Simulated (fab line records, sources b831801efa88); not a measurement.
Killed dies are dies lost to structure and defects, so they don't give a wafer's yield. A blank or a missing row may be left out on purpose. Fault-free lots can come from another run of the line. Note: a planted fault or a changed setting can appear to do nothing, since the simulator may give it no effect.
What tool caused it? | flow sky130 | Sampling: 11 lots, 33 wafers, 5 of 708 route steps

## WHAT THE GAUGES SHOWED, per wafer
SKY_PASSIVATION_THK_MEAS_03.
lot  | measured     | on            | PASSIVATION_CVD_02_THK (nm)
L727 | day 43 21:23 | film_metro-01 | 548 546 542
L728 | day 44 04:20 | film_metro-01 | 533 541 533
L729 | day 44 10:28 | film_metro-02 | 533 549 539
L731 | day 44 23:48 | film_metro-01 | 534 536 548
L732 | day 45 02:21 | film_metro-01 | 524 525 538
L736 | day 46 07:55 | film_metro-02 | 540 544 549
L742 | day 48 00:55 | film_metro-02 | 535 828 547
L744 | day 48 10:45 | film_metro-01 | 804 543 546
L746 | day 49 03:11 | film_metro-04 | 533 532 537
L748 | day 49 06:23 | film_metro-04 | 534 533 550
L750 | day 49 10:40 | film_metro-01 | 531 535 543

## EACH LOT AND THE TOOL THAT RAN IT (in order: tool; ch and the chambers of the sampled wafers; start)
lot  | SKY_METAL5_SPUTTER_00        | SKY_METAL5_SPUTTER_02        | SKY_METAL5_DESCUM_14              | SKY_PASSIVATION_CVD_02
L727 | pvd_sputter-03, day 42 21:19 | pvd_sputter-03, day 42 21:22 | rie_metal-01 ch 0,1, day 43 20:12 | pecvd-01 ch 0,1,2, day 43 21:15
L728 | pvd_sputter-04, day 43 05:04 | pvd_sputter-04, day 43 05:07 | rie_metal-01 ch 0,1, day 44 03:10 | pecvd-04 ch 0,1, day 44 04:07
L729 | pvd_sputter-04, day 43 11:07 | pvd_sputter-04, day 43 11:10 | rie_metal-03 ch 0,1, day 44 09:17 | pecvd-01 ch 0,1, day 44 10:14
L731 | pvd_sputter-03, day 44 00:25 | pvd_sputter-03, day 44 00:28 | rie_metal-04 ch 0, day 44 22:34   | pecvd-01 ch 0,1,2, day 44 23:34
L732 | pvd_sputter-03, day 44 03:44 | pvd_sputter-03, day 44 03:47 | rie_metal-04 ch 0,1, day 45 01:10 | pecvd-04 ch 0,1,2, day 45 02:07
L736 | pvd_sputter-01, day 45 09:53 | pvd_sputter-01, day 45 09:56 | rie_metal-04 ch 0,1, day 46 06:40 | pecvd-01 ch 0,1,2, day 46 07:41
L742 | pvd_sputter-04, day 47 03:46 | pvd_sputter-04, day 47 03:49 | rie_metal-04 ch 0,1, day 47 23:39 | pecvd-01 ch 1,2, day 48 00:40
L744 | pvd_sputter-04, day 47 15:08 | pvd_sputter-04, day 47 15:11 | rie_metal-03 ch 0,1, day 48 09:34 | pecvd-01 ch 0,1,2, day 48 10:31
L746 | pvd_sputter-01, day 48 08:02 | pvd_sputter-01, day 48 08:05 | rie_metal-03 ch 0,1, day 49 01:59 | pecvd-03 ch 0,1, day 49 02:58
L748 | pvd_sputter-01, day 48 11:29 | pvd_sputter-01, day 48 11:32 | rie_metal-03 ch 0,1, day 49 05:13 | pecvd-04 ch 0,1, day 49 06:10
L750 | pvd_sputter-01, day 48 15:13 | pvd_sputter-01, day 48 15:16 | rie_metal-04 ch 0,1, day 49 09:14 | pecvd-03 ch 0,1, day 49 10:25
- SKY_METAL5_SPUTTER_00: material Ti, target thk 15 nm, time 10 s.
- SKY_METAL5_SPUTTER_02: material AlCu, target thk 1150 nm, time 61.2 s.
- SKY_METAL5_DESCUM_14: chemistry O2, time 11 s.
- SKY_PASSIVATION_CVD_02: deposits Si3N4, target thk 540 nm.

## AS READ BY THE TOOLS THEMSELVES (means over the sampled wafers that have a number; for cases with no such wafer, the mark the record gives instead)
SKY_METAL5_SPUTTER_00.
lot  | tool           | throttle_valve_pct (%)
L727 | pvd_sputter-03 | 30.0
L728 | pvd_sputter-04 | 30.1
L729 | pvd_sputter-04 | 29.8
L731 | pvd_sputter-03 | 29.2
L732 | pvd_sputter-03 | 30.0
L736 | pvd_sputter-01 | 29.8
L742 | pvd_sputter-04 | 29.9
L744 | pvd_sputter-04 | 29.7
L746 | pvd_sputter-01 | 29.6
L748 | pvd_sputter-01 | 29.6
L750 | pvd_sputter-01 | 29.6

SKY_METAL5_SPUTTER_02.
lot  | tool           | throttle_valve_pct (%)
L727 | pvd_sputter-03 | 30.0
L728 | pvd_sputter-04 | 30.3
L729 | pvd_sputter-04 | 29.7
L731 | pvd_sputter-03 | 29.3
L732 | pvd_sputter-03 | 30.1
L736 | pvd_sputter-01 | 29.9
L742 | pvd_sputter-04 | 29.7
L744 | pvd_sputter-04 | 29.7
L746 | pvd_sputter-01 | 29.6
L748 | pvd_sputter-01 | 29.6
L750 | pvd_sputter-01 | 29.6

SKY_METAL5_DESCUM_14.
lot  | tool         | drypump_motor_current_A (A) | oes_product_au (a.u.)
L727 | rie_metal-01 | 6.0                         | 0.989
L728 | rie_metal-01 | 6.0                         | 0.991
L729 | rie_metal-03 | 5.5                         | 0.992
L731 | rie_metal-04 | 6.1                         | 0.997
L732 | rie_metal-04 | 6.1                         | 1.000
L736 | rie_metal-04 | 6.1                         | 0.997
L742 | rie_metal-04 | 6.1                         | 0.989
L744 | rie_metal-03 | 5.5                         | 0.987
L746 | rie_metal-03 | 5.2                         | 0.987
L748 | rie_metal-03 | 5.5                         | 0.993
L750 | rie_metal-04 | 6.1                         | 0.997

SKY_PASSIVATION_CVD_02.
lot  | tool     | heater_power_w (W)
L727 | pecvd-01 | 770
L728 | pecvd-04 | 766
L729 | pecvd-01 | 727
L731 | pecvd-01 | 753
L732 | pecvd-04 | 748
L736 | pecvd-01 | 700
L742 | pecvd-01 | 782
L744 | pecvd-01 | 718
L746 | pecvd-03 | 670
L748 | pecvd-04 | 738
L750 | pecvd-03 | 742

## THE ANSWER, worked out from the rows above alone
Rule: the usual values come from the lots themselves. The widest of any qualifying gaps counts: lots, ordered by their means at a reading, are off when they make up no more than a third of the lots, leave a main group of 4 or more, and stand apart from it by 3 or more times the standard deviation of that group's means. Not used: any main group whose means are identical at the precision the tables above print for the reading. Also off: a lot with no number at a reading for which 4 or more lots have one. Any other lot the step has rows for is counted as sound. The gauges are gone through in route order, then the tools' own readings, and for those a lot's mean is taken as printed above. The first step at which some lot is off is used, and at that step the reading that is off furthest; a lot without a number counts as furthest.
Off: L742, L744, seen at SKY_PASSIVATION_THK_MEAS_03 (PASSIVATION_CVD_02_THK). The main group has a mean of 538 nm with a standard deviation of 4.8.
A tool fits if, at a process step before that reading, it ran every lot that is off, and no sound lot after the first of them. The gauges at SKY_PASSIVATION_THK_MEAS_03 are tried like those tools. This does not decide it: 2 tools fit, namely pvd_sputter-04 at SKY_METAL5_SPUTTER_00 and SKY_METAL5_SPUTTER_02 and pecvd-01 at SKY_PASSIVATION_CVD_02.

## WHAT HAD BEEN PUT IN BY THE SIMULATOR
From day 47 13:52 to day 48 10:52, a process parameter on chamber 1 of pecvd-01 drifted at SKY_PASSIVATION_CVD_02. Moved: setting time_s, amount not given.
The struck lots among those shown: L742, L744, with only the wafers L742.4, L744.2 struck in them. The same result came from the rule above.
